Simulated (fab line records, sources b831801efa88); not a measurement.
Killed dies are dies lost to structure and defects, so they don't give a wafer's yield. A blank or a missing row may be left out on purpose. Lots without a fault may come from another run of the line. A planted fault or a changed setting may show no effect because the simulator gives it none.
One fault seen from 2 desks | flow sky130 | each desk has only its own numbers; what lay behind them comes last

THE METROLOGY DESK
What the gauges read, lot by lot, whatever tool the lot ran on: means of the sampled wafers that have a number. A lot is out of limits, marked OUT, if its mean lies more than 4 standard deviations from the usual mean; the brackets give that distance.
Columns: A = VIA4_BOW at SKY_VIA4_BOW_MEAS_03, usual 80 um; B = PASSIVATION_CVD_02_THK at SKY_PASSIVATION_THK_MEAS_03, usual 538 nm
lot  | first seen here | A  | B
L109 | day 42 01:42    | 82 | 543
L112 | day 42 15:26    | 78 | 534
L113 | day 42 23:37    | 86 | 534
L116 | day 44 08:07    | 81 | 536
L117 | day 44 08:59    | 83 | 530
L119 | day 44 11:18    | 80 | 493 (-7.3) OUT
L120 | day 44 21:45    | 81 | 500 (-6.2) OUT
L125 | day 46 03:58    | 90 | 534
L128 | day 46 18:49    | 72 | 538
L129 | day 47 01:16    | 75 | 536
This desk's finding: out of limits on L119, L120; first on L119, day 46 09:08 (PASSIVATION_CVD_02_THK at SKY_PASSIVATION_THK_MEAS_03). In limits: L109, L112, L113, L116, L117, L125, L128, L129.

THE TOOL OWNER'S DESK: pecvd-03
The tool's own readings at SKY_PASSIVATION_CVD_02 (deposits Si3N4, target thk 540 nm): means of the sampled wafers that have a number, for each lot that ran on this tool. A lot is out of limits, marked OUT, if its mean lies more than 4 standard deviations from the usual mean; the brackets give that distance.
Columns: A = heater_power_w at SKY_PASSIVATION_CVD_02, usual 759 W
lot  | first seen here | A
L112 | day 44 15:09    | 804
L116 | day 46 05:47    | 672
L117 | day 46 06:23    | 769
L119 | day 46 08:55    | 756
L120 | day 46 17:56    | 770
This desk's finding: nothing out of limits on any of the 5 lots.

PUT TOGETHER
The metrology desk could have raised an alarm at day 46 09:08, on L119, L120.
The tool owner's desk saw nothing out of limits.
The tool owner's desk has L119, L120 on record, within its limits.
Of the lots named, all ran SKY_PASSIVATION_CVD_02 on pecvd-03.

WHAT THE SIMULATOR HAD PUT IN
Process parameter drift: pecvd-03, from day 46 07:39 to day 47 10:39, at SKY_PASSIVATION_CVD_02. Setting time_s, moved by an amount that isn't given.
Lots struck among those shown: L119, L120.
Hours from the fault's start to each desk's first reading out of limits: the metrology desk, 1.
